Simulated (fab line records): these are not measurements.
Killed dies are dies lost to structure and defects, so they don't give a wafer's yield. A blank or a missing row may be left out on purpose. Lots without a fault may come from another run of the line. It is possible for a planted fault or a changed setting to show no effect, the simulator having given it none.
fab line records	flow gf180mcu
record lots=24	wafers=72	last-day=34
route steps=602 shown V2@396 M3@413 V3@451 V4@479 MIM@507
lots with no fault: from the same line, run without faults
start-h: hours from the record's first day to the start of the lot's first wafer shown	wait-h: hours from the lot's prior step to this one	" same as the row above	L1.1+2: a single row standing in for several wafers	- no value, or no start given	* or withheld: withheld	< > ~ a bound
route shown NAME@n: names a module that has steps shown in the file, with the first one's number in the route	usual: mean and standard deviation over wafers with no fault	same: alike in all rows	chamber/n: place in a boat	sites: readings site by site	_std_site: the standard deviation of these	_edge_site: outer sites' mean less inner sites'	radius-mm: how far each site lies from the wafer's centre	mask NAME#n: copy n	behind: the most recent tool/chamber to have shaped the wafer	hold: why the lot was held/for how many hours/how that ended	device: which transistor (n, p or np) failed to switch	end of line: the same wafers' tests at the end of the route	step lacking rows: just its recipe	killed: count of dies lost to structure and defects at first sort (not the wafer's yield)	map: a wafer's dies, marking killed ones x, the rest . and places with no die _
set.NAME: setting as actually run; set.NAME@STEP: the setting as run at that earlier step	model.NAME: the simulator's own value behind a step, which no gauge read
route steps across a sampled set of lots; one table per step, one row per wafer
services: from which hour (start-h, from the record's first day; less than 0 if before it) a tool's chamber was out of use, for how many hours, and why
## steps
# step GF_V2_CD_MEAS_14
# recipe target-cd-nm=260
# usual cd-nm=259.8/1.1
lot.wafer	tool	chamber	start-h	wait-h	cd-nm
L074.1	cd-sem-01	-	444.64	0.1	259.9
L074.2	"	-	"	"	259.8
L074.3	"	-	"	"	259.3
L075.1	cd-sem-01	-	451.24	0.1	261.1
L075.5	"	-	"	"	262.4
L075.6	"	-	"	"	261.2
L077.2	cd-sem-01	-	480.39	0.1	257.9
L077.3	"	-	"	"	258.2
L077.5	"	-	"	"	258.6
L076.2	cd-sem-01	-	481.84	0.1	258.2
L076.5	"	-	"	"	258.9
L076.6	"	-	"	"	258.8
L078.2	cd-sem-02	-	491.18	0.1	260.1
L078.4	"	-	"	"	259.9
L078.6	"	-	"	"	260.2
L079.2	cd-sem-02	-	497.84	0.1	259.1
L079.3	"	-	"	"	258.9
L079.4	"	-	"	"	259.3
L080.2	cd-sem-02	-	505.74	0.1	261.4
L080.5	"	-	"	"	261.6
L080.6	"	-	"	"	260.7
L081.2	cd-sem-01	-	524.13	0.1	259.5
L081.5	"	-	"	"	261.2
L081.6	"	-	"	"	260.4
L082.1	cd-sem-02	-	528.74	0.1	258.9
L082.2	"	-	"	"	259.1
L082.3	"	-	"	"	258.6
L083.1	cd-sem-01	-	529.39	0.1	259.6
L083.2	"	-	"	"	257.8
L083.4	"	-	"	"	258.1
L084.2	cd-sem-01	-	532.91	0.1	258.2
L084.3	"	-	"	"	258.6
L084.4	"	-	"	"	257.3
L085.2	cd-sem-02	-	540.16	0.1	259.9
L085.3	"	-	"	"	260.1
L085.5	"	-	"	"	260.6
L086.1	cd-sem-02	-	551.39	0.1	259.5
L086.2	"	-	"	"	260.6
L086.5	"	-	"	"	260.1
L087.1	cd-sem-02	-	569.89	0.1	259.7
L087.2	"	-	"	"	258.6
L087.6	"	-	"	"	259.9
L088.2	cd-sem-02	-	571.61	0.1	259.7
L088.4	"	-	"	"	258.8
L088.5	"	-	"	"	258.9
L089.1	cd-sem-02	-	582.22	0.1	260.9
L089.2	"	-	"	"	260.3
L089.3	"	-	"	"	258.6
L090.4	cd-sem-01	-	587.60	0.1	259.1
L090.5	"	-	"	"	257.9
L090.6	"	-	"	"	258.7
L091.4	cd-sem-01	-	600.15	0.1	260.2
L091.5	"	-	"	"	259.1
L091.6	"	-	"	"	259.4
L092.2	cd-sem-01	-	603.31	0.1	258.9
L092.3	"	-	"	"	258.6
L092.6	"	-	"	"	258.3
L093.1	cd-sem-01	-	611.17	0.1	262.5
L093.4	"	-	"	"	261.5
L093.5	"	-	"	"	262.0
L095.1	cd-sem-01	-	623.90	0.1	260.6
L095.5	"	-	"	"	260.2
L095.6	"	-	"	"	260.6
L094.1	cd-sem-02	-	625.60	0.1	259.4
L094.2	"	-	"	"	260.2
L094.6	"	-	"	"	259.6
L096.1	cd-sem-02	-	631.04	0.1	259.9
L096.2	"	-	"	"	260.9
L096.4	"	-	"	"	260.7
L097.2	cd-sem-02	-	642.22	0.1	261.7
L097.3	"	-	"	"	261.9
L097.5	"	-	"	"	260.5
# step GF_M3_SPUTTER_04
# recipe material=TiN	target-thk-nm=50	power-w=6500	time-s=41.7	chamber-pressure-pa=0.4
# usual throttle-valve-pct=30.5/0.73
lot.wafer	tool	chamber	start-h	wait-h	throttle-valve-pct
L074.1	pvd-sputter-04	-	446.33	0.0	28.8
L074.2	"	-	"	"	30.7
L074.3	"	-	"	"	30.2
L075.1	pvd-sputter-01	-	452.97	0.0	31.0
L075.5	"	-	"	"	30.5
L075.6	"	-	"	"	29.6
L077.2	pvd-sputter-04	-	482.17	0.0	30.9
L077.3	"	-	"	"	30.1
L077.5	"	-	"	"	30.7
L076.2	pvd-sputter-01	-	484.65	0.0	31.1
L076.5	"	-	"	"	30.7
L076.6	"	-	"	"	29.8
L078.2	pvd-sputter-04	-	493.21	0.0	28.8
L078.4	"	-	"	"	30.6
L078.6	"	-	"	"	29.0
L079.2	pvd-sputter-01	-	501.88	0.0	31.1
L079.3	"	-	"	"	30.6
L079.4	"	-	"	"	29.6
L080.2	pvd-sputter-01	-	507.41	0.0	29.8
L080.5	"	-	"	"	30.9
L080.6	"	-	"	"	29.5
L081.2	pvd-sputter-03	-	525.80	0.0	30.0
L081.5	"	-	"	"	30.7
L081.6	"	-	"	"	29.7
L082.1	pvd-sputter-03	-	530.43	0.0	30.8
L082.2	"	-	"	"	31.5
L082.3	"	-	"	"	30.0
L083.1	pvd-sputter-04	-	531.10	0.0	30.8
L083.2	"	-	"	"	30.2
L083.4	"	-	"	"	30.7
L084.2	pvd-sputter-04	-	534.62	0.0	30.0
L084.3	"	-	"	"	30.7
L084.4	"	-	"	"	30.7
L085.2	pvd-sputter-03	-	541.98	0.0	31.1
L085.3	"	-	"	"	31.8
L085.5	"	-	"	"	31.1
L086.1	pvd-sputter-01	-	553.09	0.0	29.6
L086.2	"	-	"	"	31.4
L086.5	"	-	"	"	29.4
L087.1	pvd-sputter-03	-	571.61	0.0	31.1
L087.2	"	-	"	"	31.7
L087.6	"	-	"	"	30.2
L088.2	pvd-sputter-01	-	573.28	0.0	31.1
L088.4	"	-	"	"	31.1
L088.5	"	-	"	"	31.4
L089.1	pvd-sputter-04	-	583.91	0.0	30.7
L089.2	"	-	"	"	28.7
L089.3	"	-	"	"	30.2
L090.4	pvd-sputter-03	-	589.23	0.0	31.2
L090.5	"	-	"	"	30.2
L090.6	"	-	"	"	30.4
L091.4	pvd-sputter-04	-	601.79	0.0	30.4
L091.5	"	-	"	"	30.7
L091.6	"	-	"	"	30.6
L092.2	pvd-sputter-01	-	605.32	0.0	31.2
L092.3	"	-	"	"	30.7
L092.6	"	-	"	"	31.2
L093.1	pvd-sputter-04	-	612.90	0.0	28.6
L093.4	"	-	"	"	30.6
L093.5	"	-	"	"	28.9
L095.1	pvd-sputter-04	-	625.66	0.0	30.6
L095.5	"	-	"	"	30.8
L095.6	"	-	"	"	30.6
L094.1	pvd-sputter-03	-	627.30	0.0	29.6
L094.2	"	-	"	"	31.6
L094.6	"	-	"	"	31.0
L096.1	pvd-sputter-03	-	632.73	0.0	31.2
L096.2	"	-	"	"	30.2
L096.4	"	-	"	"	30.7
L097.2	pvd-sputter-01	-	643.90	0.0	30.7
L097.3	"	-	"	"	31.0
L097.5	"	-	"	"	31.3
# step GF_V3_SPUTTER_22
# recipe material=TiN	target-thk-nm=10	chamber-pressure-pa=5	power-w=4000	time-s=40
# usual throttle-valve-pct=30.2/0.94
lot.wafer	tool	chamber	start-h	wait-h	throttle-valve-pct
L074.1	pvd-sputter-03	-	494.00	0.0	30.1
L074.2	"	-	"	"	31.6
L074.3	"	-	"	"	30.4
L075.1	pvd-sputter-02	-	504.18	0.0	30.3
L075.5	"	-	"	"	30.8
L075.6	"	-	"	"	30.0
L077.2	pvd-sputter-02	-	533.32	0.0	29.9
L077.3	"	-	"	"	31.1
L077.5	"	-	"	"	29.4
L076.2	pvd-sputter-03	-	535.01	0.0	31.5
L076.5	"	-	"	"	30.0
L076.6	"	-	"	"	31.6
L078.2	pvd-sputter-01	-	543.29	0.0	29.9
L078.4	"	-	"	"	31.1
L078.6	"	-	"	"	31.2
L079.2	pvd-sputter-02	-	551.24	0.0	29.8
L079.3	"	-	"	"	28.3
L079.4	"	-	"	"	30.6
L080.2	pvd-sputter-01	-	557.26	0.0	30.8
L080.5	"	-	"	"	31.1
L080.6	"	-	"	"	30.7
L081.2	pvd-sputter-03	-	574.95	0.0	30.4
L081.5	"	-	"	"	29.9
L081.6	"	-	"	"	30.7
L082.1	pvd-sputter-01	-	578.25	0.0	30.9
L082.2	"	-	"	"	31.0
L082.3	"	-	"	"	29.7
L083.1	pvd-sputter-01	-	578.95	0.0	31.1
L083.2	"	-	"	"	31.1
L083.4	"	-	"	"	29.7
L084.2	pvd-sputter-02	-	582.15	0.0	28.1
L084.3	"	-	"	"	30.3
L084.4	"	-	"	"	30.9
L085.2	pvd-sputter-02	-	589.21	0.0	30.5
L085.3	"	-	"	"	29.4
L085.5	"	-	"	"	29.8
L086.1	pvd-sputter-01	-	601.16	0.0	31.1
L086.2	"	-	"	"	30.8
L086.5	"	-	"	"	30.6
L087.1	pvd-sputter-02	-	616.74	0.0	30.9
L087.2	"	-	"	"	28.1
L087.6	"	-	"	"	29.7
L088.2	pvd-sputter-03	-	618.31	0.0	30.6
L088.4	"	-	"	"	31.2
L088.5	"	-	"	"	30.5
L089.1	pvd-sputter-02	-	629.72	0.0	30.7
L089.2	"	-	"	"	29.5
L089.3	"	-	"	"	28.2
L090.4	pvd-sputter-02	-	633.74	0.0	28.1
L090.5	"	-	"	"	30.8
L090.6	"	-	"	"	30.2
L091.4	pvd-sputter-01	-	645.76	0.0	31.2
L091.5	"	-	"	"	30.7
L091.6	"	-	"	"	29.9
L092.2	pvd-sputter-02	-	649.02	0.0	29.9
L092.3	"	-	"	"	30.3
L092.6	"	-	"	"	29.7
L093.1	pvd-sputter-02	-	655.76	0.0	28.2
L093.4	"	-	"	"	30.3
L093.5	"	-	"	"	29.8
L095.1	pvd-sputter-02	-	667.58	0.0	30.8
L095.5	"	-	"	"	30.1
L095.6	"	-	"	"	28.0
L094.1	pvd-sputter-03	-	669.45	0.0	31.3
L094.2	"	-	"	"	30.1
L094.6	"	-	"	"	31.1
L096.1	pvd-sputter-02	-	675.02	0.0	30.2
L096.2	"	-	"	"	28.3
L096.4	"	-	"	"	30.0
L097.2	pvd-sputter-01	-	683.63	0.0	29.7
L097.3	"	-	"	"	30.8
L097.5	"	-	"	"	30.1
# step GF_V3_CMP_26
# recipe stop-on=SiO2	down-force-psi=3.5	platen-rpm=60	t-overpolish-s=15	target-thk-nm=0	pad-velocity-m-s=0.94248
# usual motor-current-A=11.4/0.56	overpolish-run-s=15.000/0.0099	time-to-endpoint-s=83/3
lot.wafer	tool	chamber	start-h	wait-h	motor-current-A	overpolish-run-s	time-to-endpoint-s
L074.2	cmp-01	3	494.35	0.0	11.2	15.020	82
L074.1	"	0	"	"	10.6	15.000	79
L074.3	"	1	"	"	11.1	14.991	79
L075.1	cmp-01	2	504.67	0.2	11.3	14.999	84
L075.6	"	3	"	"	11.1	15.007	81
L075.5	"	0	"	"	10.2	14.994	88
L077.3	cmp-02	2	533.65	0.0	11.0	14.998	80
L077.2	"	0	"	"	12.0	15.016	77
L077.5	"	2	"	"	11.4	14.996	76
L076.2	cmp-02	0	535.60	0.2	12.5	15.002	86
L076.5	"	1	"	"	11.4	15.002	83
L076.6	"	2	"	"	11.1	15.002	84
L078.2	cmp-02	2	543.63	0.0	10.8	15.007	80
L078.4	"	1	"	"	11.3	14.993	80
L078.6	"	2	"	"	10.9	14.993	82
L079.3	cmp-02	2	551.57	0.0	11.5	14.987	84
L079.2	"	0	"	"	12.2	14.989	83
L079.4	"	1	"	"	11.6	15.004	81
L080.2	cmp-01	0	557.74	0.2	10.0	15.008	90
L080.6	"	1	"	"	11.5	15.008	85
L080.5	"	2	"	"	11.1	15.005	84
L081.2	cmp-02	2	575.43	0.2	10.9	14.992	85
L081.5	"	3	"	"	11.5	15.003	83
L081.6	"	0	"	"	12.2	14.991	85
L082.2	cmp-02	0	578.58	0.0	12.4	14.995	82
L082.1	"	1	"	"	11.0	14.998	83
L082.3	"	3	"	"	11.4	15.002	80
L083.2	cmp-02	2	579.28	0.0	11.3	14.997	85
L083.1	"	3	"	"	11.3	14.990	81
L083.4	"	0	"	"	12.4	15.022	82
L084.3	cmp-01	2	582.48	0.0	11.6	14.992	83
L084.2	"	3	"	"	10.9	14.986	87
L084.4	"	1	"	"	11.1	15.015	84
L085.2	cmp-02	3	589.64	0.1	11.1	14.995	81
L085.3	"	0	"	"	12.0	14.989	80
L085.5	"	2	"	"	11.4	14.992	80
L086.1	cmp-02	1	601.61	0.2	11.4	14.998	89
L086.2	"	2	"	"	10.8	14.994	88
L086.5	"	2	"	"	11.4	14.994	88
L087.2	cmp-01	3	617.07	0.0	10.8	15.010	84
L087.1	"	2	"	"	11.7	15.008	79
L087.6	"	3	"	"	10.9	15.002	82
L088.2	cmp-01	3	618.75	0.1	11.9	14.997	78
L088.4	"	0	"	"	10.0	14.990	83
L088.5	"	2	"	"	11.3	14.998	80
L089.1	cmp-01	3	630.11	0.1	11.1	15.011	86
L089.2	"	0	"	"	10.5	14.986	85
L089.3	"	1	"	"	11.5	14.988	83
L090.4	cmp-01	3	634.07	0.0	11.7	15.003	85
L090.6	"	3	"	"	11.7	15.005	87
L090.5	"	0	"	"	10.6	14.991	87
L091.4	cmp-01	0	646.15	0.1	10.0	14.997	87
L091.5	"	3	"	"	11.7	15.015	89
L091.6	"	0	"	"	10.5	15.011	83
L092.3	cmp-01	3	649.40	0.1	11.0	14.978	83
L092.2	"	1	"	"	11.3	14.999	80
L092.6	"	3	"	"	10.9	15.008	83
L093.4	cmp-02	2	656.10	0.0	11.9	15.012	85
L093.1	"	3	"	"	11.3	15.012	81
L093.5	"	3	"	"	11.2	15.010	82
L095.1	cmp-02	0	668.01	0.1	12.9	15.011	81
L095.6	"	2	"	"	11.3	15.007	85
L095.5	"	3	"	"	11.5	15.004	83
L094.1	cmp-02	0	669.83	0.1	12.7	15.005	84
L094.2	"	2	"	"	11.2	15.004	87
L094.6	"	0	"	"	11.8	15.000	84
L096.1	cmp-01	2	675.40	0.1	11.8	15.007	80
L096.4	"	3	"	"	11.1	15.017	82
L096.2	"	0	"	"	10.8	14.987	81
L097.3	cmp-02	2	683.96	0.0	10.7	14.982	89
L097.2	"	3	"	"	11.7	14.994	83
L097.5	"	2	"	"	11.5	15.002	85
# step GF_V4_THK_MEAS_03
# recipe reads=SiO2_of_V4_CVD_02
# usual V4_CVD_02_THK=853/12
lot.wafer	tool	chamber	start-h	wait-h	V4_CVD_02_THK[nm]
L074.1	film-metro-02	-	520.20	0.0	826
L074.2	"	-	"	"	823
L074.3	"	-	"	"	834
L075.1	film-metro-04	-	529.73	0.0	846
L075.5	"	-	"	"	871
L075.6	"	-	"	"	868
L077.2	film-metro-02	-	558.15	0.0	855
L077.3	"	-	"	"	855
L077.5	"	-	"	"	867
L076.2	film-metro-04	-	559.80	0.0	843
L076.5	"	-	"	"	866
L076.6	"	-	"	"	859
L078.2	film-metro-03	-	567.94	0.0	840
L078.4	"	-	"	"	837
L078.6	"	-	"	"	843
L079.2	film-metro-03	-	576.17	0.0	852
L079.3	"	-	"	"	853
L079.4	"	-	"	"	863
L080.2	film-metro-04	-	581.82	0.0	856
L080.5	"	-	"	"	858
L080.6	"	-	"	"	862
L081.2	film-metro-02	-	598.93	0.0	833
L081.5	"	-	"	"	848
L081.6	"	-	"	"	847
L082.1	film-metro-03	-	601.60	0.0	846
L082.2	"	-	"	"	854
L082.3	"	-	"	"	836
L083.1	film-metro-02	-	603.28	0.0	844
L083.2	"	-	"	"	830
L083.4	"	-	"	"	856
L084.2	film-metro-04	-	605.53	0.0	843
L084.3	"	-	"	"	849
L084.4	"	-	"	"	851
L085.2	film-metro-04	-	613.07	0.0	853
L085.3	"	-	"	"	844
L085.5	"	-	"	"	861
L086.1	film-metro-03	-	624.56	0.0	858
L086.2	"	-	"	"	844
L086.5	"	-	"	"	867
L087.1	film-metro-03	-	639.19	0.0	837
L087.2	"	-	"	"	856
L087.6	"	-	"	"	861
L088.2	film-metro-03	-	640.72	0.0	841
L088.4	"	-	"	"	849
L088.5	"	-	"	"	859
L089.1	film-metro-03	-	652.47	0.0	852
L089.2	"	-	"	"	838
L089.3	"	-	"	"	857
L090.4	film-metro-04	-	655.42	0.0	856
L090.5	"	-	"	"	865
L090.6	"	-	"	"	865
L091.4	film-metro-04	-	667.19	0.0	880
L091.5	"	-	"	"	866
L091.6	"	-	"	"	853
L092.2	film-metro-03	-	670.40	0.0	867
L092.3	"	-	"	"	841
L092.6	"	-	"	"	876
L093.1	film-metro-03	-	675.59	0.0	843
L093.4	"	-	"	"	864
L093.5	"	-	"	"	867
L095.1	film-metro-02	-	688.16	0.0	862
L095.5	"	-	"	"	864
L095.6	"	-	"	"	857
L094.1	film-metro-02	-	690.09	0.0	834
L094.2	"	-	"	"	853
L094.6	"	-	"	"	851
L096.1	film-metro-02	-	695.90	0.0	843
L096.2	"	-	"	"	852
L096.4	"	-	"	"	870
L097.2	film-metro-03	-	703.00	0.0	844
L097.3	"	-	"	"	840
L097.5	"	-	"	"	856
# step GF_MIM_SPUTTER_04
# recipe material=TiN	target-thk-nm=50	power-w=6500	time-s=41.7	chamber-pressure-pa=0.4
# usual throttle-valve-pct=30.6/0.72
lot.wafer	tool	chamber	start-h	wait-h	throttle-valve-pct
L074.1	pvd-sputter-01	-	545.75	0.0	30.8
L074.2	"	-	"	"	30.7
L074.3	"	-	"	"	29.7
L075.1	pvd-sputter-03	-	554.48	0.0	29.9
L075.5	"	-	"	"	30.4
L075.6	"	-	"	"	30.2
L077.2	pvd-sputter-01	-	582.40	0.0	30.9
L077.3	"	-	"	"	29.8
L077.5	"	-	"	"	31.2
L076.2	pvd-sputter-03	-	584.30	0.0	31.0
L076.5	"	-	"	"	30.7
L076.6	"	-	"	"	30.3
L078.2	pvd-sputter-03	-	592.51	0.0	31.2
L078.4	"	-	"	"	30.9
L078.6	"	-	"	"	30.8
L079.2	pvd-sputter-01	-	600.46	0.0	29.7
L079.3	"	-	"	"	30.4
L079.4	"	-	"	"	31.1
L080.2	pvd-sputter-04	-	605.70	0.0	30.8
L080.5	"	-	"	"	29.1
L080.6	"	-	"	"	30.8
L081.2	pvd-sputter-04	-	621.72	0.0	30.5
L081.5	"	-	"	"	30.8
L081.6	"	-	"	"	30.8
L082.1	pvd-sputter-04	-	624.90	0.0	30.8
L082.2	"	-	"	"	30.7
L082.3	"	-	"	"	29.9
L083.1	pvd-sputter-03	-	626.80	0.0	30.3
L083.2	"	-	"	"	31.2
L083.4	"	-	"	"	31.4
L084.2	pvd-sputter-03	-	628.58	0.0	30.2
L084.3	"	-	"	"	31.2
L084.4	"	-	"	"	30.1
L085.2	pvd-sputter-03	-	635.71	0.0	30.9
L085.3	"	-	"	"	30.8
L085.5	"	-	"	"	31.5
L086.1	pvd-sputter-01	-	647.66	0.0	31.2
L086.2	"	-	"	"	31.0
L086.5	"	-	"	"	30.0
L087.1	pvd-sputter-01	-	661.61	0.0	31.3
L087.2	"	-	"	"	31.2
L087.6	"	-	"	"	30.5
L088.2	pvd-sputter-04	-	662.33	0.0	30.7
L088.4	"	-	"	"	28.9
L088.5	"	-	"	"	28.7
L089.1	pvd-sputter-03	-	672.99	0.0	31.5
L089.2	"	-	"	"	30.2
L089.3	"	-	"	"	30.9
L090.4	pvd-sputter-01	-	676.14	0.0	31.1
L090.5	"	-	"	"	30.9
L090.6	"	-	"	"	31.5
L091.4	pvd-sputter-04	-	687.88	0.0	30.8
L091.5	"	-	"	"	31.0
L091.6	"	-	"	"	30.8
L092.2	pvd-sputter-04	-	691.58	0.0	30.7
L092.3	"	-	"	"	30.1
L092.6	"	-	"	"	30.9
L093.1	pvd-sputter-01	-	697.81	0.0	29.7
L093.4	"	-	"	"	31.0
L093.5	"	-	"	"	31.4
L095.1	pvd-sputter-03	-	708.31	0.0	29.9
L095.5	"	-	"	"	31.0
L095.6	"	-	"	"	31.4
L094.1	pvd-sputter-01	-	710.45	0.0	31.2
L094.2	"	-	"	"	30.6
L094.6	"	-	"	"	30.9
L096.1	pvd-sputter-04	-	716.97	0.0	28.8
L096.2	"	-	"	"	30.5
L096.4	"	-	"	"	31.0
L097.2	pvd-sputter-04	-	722.32	0.0	30.5
L097.3	"	-	"	"	28.8
L097.5	"	-	"	"	31.0
## services
tool	chamber	start-h	hours	kind
pvd-sputter-02	-	439.97	6.6	repair
cmp-01	-	481.90	4.4	pm
cmp-02	-	495.75	0.7	repair
pvd-sputter-02	-	520.44	0.5	repair
pvd-sputter-03	1	523.20	-	consumable-replace:kit
pvd-sputter-03	1	523.20	18.0	scheduled-down
pvd-sputter-03	1	523.20	18.0	vent-cycle
cmp-02	-	552.60	0.4	repair
cmp-01	-	572.05	4.0	pm
pvd-sputter-02	-	582.64	3.7	repair
cmp-01	-	597.47	11.9	pm
pvd-sputter-03	-	619.16	4.0	repair
pvd-sputter-01	2	621.96	-	consumable-replace:kit
pvd-sputter-01	-	625.02	5.8	repair
cmp-02	-	637.07	0.6	repair
pvd-sputter-03	-	641.98	7.5	repair
cmp-02	-	646.22	5.3	repair
cmp-01	-	650.46	2.3	repair
cmp-01	-	651.25	2.2	repair
pvd-sputter-03	0	668.43	-	consumable-replace:kit
cmp-01	-	692.84	5.9	pm
pvd-sputter-04	-	693.54	2.1	repair
pvd-sputter-02	-	712.50	2.1	repair
pvd-sputter-03	-	720.08	0.8	repair
## key
fault none
